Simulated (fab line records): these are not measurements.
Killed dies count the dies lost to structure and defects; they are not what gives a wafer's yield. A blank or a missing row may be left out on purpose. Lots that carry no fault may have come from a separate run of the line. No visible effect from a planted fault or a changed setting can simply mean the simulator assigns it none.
Comparing a struck lot with a sound one ; flow gf180mcu ; 17 out of 602 route steps
Sound: wafers L394.3, L394.4, L394.5. Struck: wafer L387.2. (L387.3, L387.5 of the same lot were not struck and are left out.) The cause comes at the end.
Each step with rows lists, per side, the tool, then ch with its chambers, then its first start. Under that, the readings that differ: sound wafers ; struck wafers ; difference of the means ; sigmas: that difference in standard deviations of wafers without a fault.
alike: readings with means less than 2 such deviations apart, plus words and numbers identical on both sides. not compared: withheld readings, readings lacking a value on some wafer, bounds such as >300 that could conceal the same value, and numbers that have no deviation in the record and whose values overlap.
A row with sigmas, a row that says differs or no value, or rows on one side alone: a step with any of these is where the two part. Numbers that have no deviation but don't overlap get no sigmas and don't part them. Lack of a reading on every wafer of one side parts them only where that side has two or more wafers.

first, 4 steps without rows for these wafers: GF_M4_SOFTBAKE_10 (time 60 s); GF_M4_EXPOSE_11 (exposes mask Metal4, target cd 280 nm); GF_M4_PEB_12 (peb time 90 s); GF_M4_DEVELOP_13 (develop time 60 s).
GF_M4_CD_MEAS_14 targets a cd of 280 nm.
  sound on cd_sem-02, day 28 00:34; struck on cd_sem-02, day 25 21:19
reading;sound;struck;difference;sigmas
cd_nm (nm);279.5 279.7 279.3;282.4;+2.9;+2
GF_M4_OVL_MEAS_15:
  sound on overlay-01, day 28 00:40; struck on overlay-01, day 25 21:25
  alike: M4_OVL
GF_M4_METAL_ETCH_16: etches the open film in Cl2/BCl3, stops on SiO2, target depth 627.5 nm, time 104.6 s.
  sound on rie_metal-01 ch 1, day 28 00:46; struck on rie_metal-01 ch 1, day 25 21:27
reading;sound;struck;difference;sigmas
rf_hours_counter_h (h);- - -;11;no value on the sound wafers;
  alike: drypump_motor_current_A, oes_product_au, throttle_valve_pct
GF_M4_STRIP_17: strips in O2/N2.
  sound on plasma_asher-03 ch 0,1, day 28 00:56; struck on plasma_asher-04 ch 1, day 25 21:34
reading;sound;struck;difference;sigmas
rf_hours_counter_h (h);- - -;81;no value on the sound wafers;
  alike: drypump_motor_current_A, heater_power_w, oes_product_au, strip_time_to_endpoint_s
then, 3 steps without rows for these wafers: GF_M4_STRIP_18 (strips in post etch residue remover, time 1200 s); GF_M4_CLEAN_19 (cleans in DIW); GF_V4_CVD_00 (deposits SiO2, target thk 600 nm, time 100 s).
GF_V4_THK_MEAS_01:
  sound on film_metro-03, day 28 01:37; struck on film_metro-01, day 25 22:12
  alike: V4_CVD_00_THK
GF_V4_CVD_02: deposits SiO2 from TEOS, target thk 850 nm, time 94.851 s.
  sound on pecvd-03 ch 0,1,2, day 28 01:40; struck on pecvd-04 ch 0, day 25 22:15
reading;sound;struck;difference;sigmas
model.SiO2_of_V4_CVD_02.thk_nm (nm);826.2 851.2 836.8;1115;+277;
  alike: heater_power_w
GF_V4_THK_MEAS_03:
  sound on film_metro-01, day 28 01:45; struck on film_metro-03, day 25 22:33
reading;sound;struck;difference;sigmas
V4_CVD_02_THK (nm);826 851 836;1115;+277;+28
  not compared: hold
GF_V4_CMP_04: polishes SiO2.
  sound on cmp-01 ch 0,2,3, day 28 01:47; struck on cmp-01 ch 1, day 26 02:02
reading;sound;struck;difference;sigmas
hold;- - -;await_dispo/3.4h/release;no value on the sound wafers;
time_to_endpoint_s (s);69 77 75;171;+97;+18
  alike: motor_current_A
GF_V4_BOW_MEAS_05:
  sound on film_metro-03, day 28 02:08; struck on film_metro-01, day 26 02:29
reading;sound;struck;difference;sigmas
V4_BOW (um);139 110 123;153;+29;+3
then, 1 step without rows for these wafers: GF_PASSIVATION_PROBE_99.

== WHERE THEY PART ==
Last at GF_V4_BOW_MEAS_05 as far as this record goes, first at GF_M4_CD_MEAS_14.

WHY: what the simulator had put in
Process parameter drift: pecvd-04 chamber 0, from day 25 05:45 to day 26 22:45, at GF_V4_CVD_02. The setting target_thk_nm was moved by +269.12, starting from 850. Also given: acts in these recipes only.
